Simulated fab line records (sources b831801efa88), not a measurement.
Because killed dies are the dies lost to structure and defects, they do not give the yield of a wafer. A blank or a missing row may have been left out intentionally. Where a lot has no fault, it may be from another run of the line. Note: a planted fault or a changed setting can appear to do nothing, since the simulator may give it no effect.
8D (eight disciplines) problem report, filled in by code ; flow sky130 ; the parts of the form that need people (team, actions taken, sign-off) are left out

## 1. THE PROBLEM
Wafers free of any fault read 0.1267 ohm/sq (standard deviation 0.0016) for METAL1_ALCU_RS at SKY_METAL1_RS_MEAS_05, against a mean of 0.1021 ohm/sq on 6 wafers of 2 lots. That puts it -15 standard deviations away from the usual mean.
The step: measures by four-point-probe.
Earliest sighting: wafer L100.2 on film metro-01 at day 37 17:17. The record has a number at this step for 30 wafers belonging to 10 lots. The rule behind "out" and "out of limits": a value lying over 4 standard deviations away from the usual mean. Any other wafer with a number is counted as sound.

## 2. WHAT IT IS, WHAT IT ISN'T
question;is;is not
which readings at this step;METAL1_ALCU_RS;-
which lots;L100, L102;L101, L105, L106, L107, L985, L987, L988, L992
which wafers of those lots;all that have a number;-
read on which gauges;film metro-01, film metro-04;film metro-02
when;from day 37 17:17;"up to then (15 sound wafers); but 9 sound wafers of L105, L106, L107 came after"

## 3. THE SUSPECTS, EACH WITH WHAT RULES IT OUT
Counting: any tool at a process step up to the reading is kept as a suspect provided that every lot that is out went through it and no sound lot did after the first of them.
- ruled out: the gauge at SKY_METAL1_RS_MEAS_05. Those wafers that are out were read across 2 gauges (film metro-01, film metro-04).
- pvd sputter-01 at SKY_METAL1_SPUTTER_02 (material AlCu, target thk 250 nm, time 13.3 s): kept. All lots that are out passed through it, beginning with L100 at day 37 17:11, and no sound lot followed; its final sound lot before that point was L101 at day 37 06:16. Its own cathode dc power W readings are out on those wafers.
Remaining after the count: pvd sputter-01 at SKY_METAL1_SPUTTER_02.

## 4. THE CAUSE (what the simulator had put in)
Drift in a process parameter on pvd sputter-01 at SKY_METAL1_SPUTTER_02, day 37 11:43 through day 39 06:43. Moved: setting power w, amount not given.
After counting, this tool was the only one left.

## 5. SEQUENCE OF EFFECTS, ordered by route
One row per reading whose mean, taken over the struck wafers that have a number, lies over 3 standard deviations from the usual. Only readings for which the record gives a usual standard deviation are gone through. hours: the time from each lot's start at the first step in this table that gives one to its start at this step, as a median over the lots. sigmas: the change in usual standard deviations.
hours;step;reading;usual;on struck wafers;change;sigmas
0;SKY_METAL1_SPUTTER_02;cathode dc power W;10600 W;13048;+2448;+99 or more
0;SKY_METAL1_RS_MEAS_05;METAL1_ALCU_RS;0.1267 ohm/sq;0.1021;-0.0246;-15
0;SKY_METAL1_THK_MEAS_06;METAL1_ALCU_THK;246.5 nm;303.8;+57.2;+19
26;SKY_METAL1_METAL_ETCH_19;oes product au;0.854 a.u.;0.887;+0.033;+4.8
Here are the process steps it includes:
- SKY_METAL1_SPUTTER_02: material AlCu, target thk 250 nm, time 13.3 s.
- SKY_METAL1_METAL_ETCH_19: etches the open film in Cl2/BCl3, stops on SiO2, target depth 360 nm, time 78 s.

## 6. HOW IT WOULD HAVE BEEN CAUGHT EARLIER
Counted from the fault's start at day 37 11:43, it took 6 hours until the first out-of-limits reading at a measuring or inspecting step in this record, taken at day 37 17:17.
At SKY_METAL1_SPUTTER_02, the tool's own readings (cathode dc power W) were out on each struck wafer the step has a row for, so an alarm limit on them would have fired on the first such wafer.
Lots out: 2; of these, L102 started SKY_METAL1_SPUTTER_02 on pvd sputter-01 after day 37 17:17. It would have been spared by a hold on the tool at that moment.
